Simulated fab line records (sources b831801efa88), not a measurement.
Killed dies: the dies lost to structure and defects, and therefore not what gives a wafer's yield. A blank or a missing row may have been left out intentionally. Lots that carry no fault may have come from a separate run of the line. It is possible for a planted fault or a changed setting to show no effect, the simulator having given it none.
Which tool is to blame? || flow gf180mcu || 18 wafers from 6 lots sampled at 2 of the route's 602 steps

== WHAT THE GAUGES SHOWED, per wafer ==
GF_VT_IMPLANT_OVL_MEAS_40.
{"lot": "L645", "measured": "day 7 15:18", "on": "overlay-02", "VT_IMPLANT_03_OVL (nm)": "2.3 2.2 1.6"}
{"lot": "L649", "measured": "day 8 21:30", "on": "overlay-02", "VT_IMPLANT_03_OVL (nm)": "0.8 0.1 -1.7"}
{"lot": "L652", "measured": "day 9 16:50", "on": "overlay-02", "VT_IMPLANT_03_OVL (nm)": "1.9 1.8 0.5"}
{"lot": "L655", "measured": "day 10 23:11", "on": "overlay-01", "VT_IMPLANT_03_OVL (nm)": "- - -"}
{"lot": "L660", "measured": "day 12 04:47", "on": "overlay-01", "VT_IMPLANT_03_OVL (nm)": "3.5 1.4 0.8"}
{"lot": "L665", "measured": "day 13 07:19", "on": "overlay-02", "VT_IMPLANT_03_OVL (nm)": "1.1 -1.5 0.5"}

== EACH LOT AND THE TOOL THAT RAN IT (in order: tool; ch and the chambers of the sampled wafers; start) ==
{"lot": "L645", "GF_VT_IMPLANT_EXPOSE_37": "iline_stepper-02 ch 0, day 7 07:46"}
{"lot": "L649", "GF_VT_IMPLANT_EXPOSE_37": "iline_stepper-01 ch 0, day 8 12:42"}
{"lot": "L652", "GF_VT_IMPLANT_EXPOSE_37": "iline_stepper-02 ch 0, day 9 07:58"}
{"lot": "L655", "GF_VT_IMPLANT_EXPOSE_37": "iline_stepper-01 ch 0, day 10 15:20"}
{"lot": "L660", "GF_VT_IMPLANT_EXPOSE_37": "iline_stepper-01 ch 0, day 11 19:28"}
{"lot": "L665", "GF_VT_IMPLANT_EXPOSE_37": "iline_stepper-01 ch 0, day 12 21:20"}
- GF_VT_IMPLANT_EXPOSE_37: exposes mask Nwell HV AREA, target cd 860 nm.

== THE ANSWER, worked out from the rows above alone ==
Rule: usual is defined by the lots themselves. Put in order of their means at a reading, lots are off if they are a third of the lots or fewer, leave a main group of 4 or more, and stand apart from it by a gap of 3 or more times the standard deviation of the main group's means; of several such gaps the widest counts. The tables above print the reading to a certain number of digits; a main group whose means all agree to those digits is not used. A lot without any number at a reading at which 4 lots or more have one is off too. Where the step has rows for the other lots, those lots are counted as sound.
Off: L655, seen at GF_VT_IMPLANT_OVL_MEAS_40 (VT_IMPLANT_03_OVL). Without a number there: L655. Main group: mean 1.0 nm, sd 0.96.
If a tool, at a process step before that reading, ran all the lots that are off and no sound lot after the first of them, it fits. Those tools and the gauges at GF_VT_IMPLANT_OVL_MEAS_40 are tried in the same way. Not one of the candidates tried fits.

== WHAT THE SIMULATOR PUT IN ==
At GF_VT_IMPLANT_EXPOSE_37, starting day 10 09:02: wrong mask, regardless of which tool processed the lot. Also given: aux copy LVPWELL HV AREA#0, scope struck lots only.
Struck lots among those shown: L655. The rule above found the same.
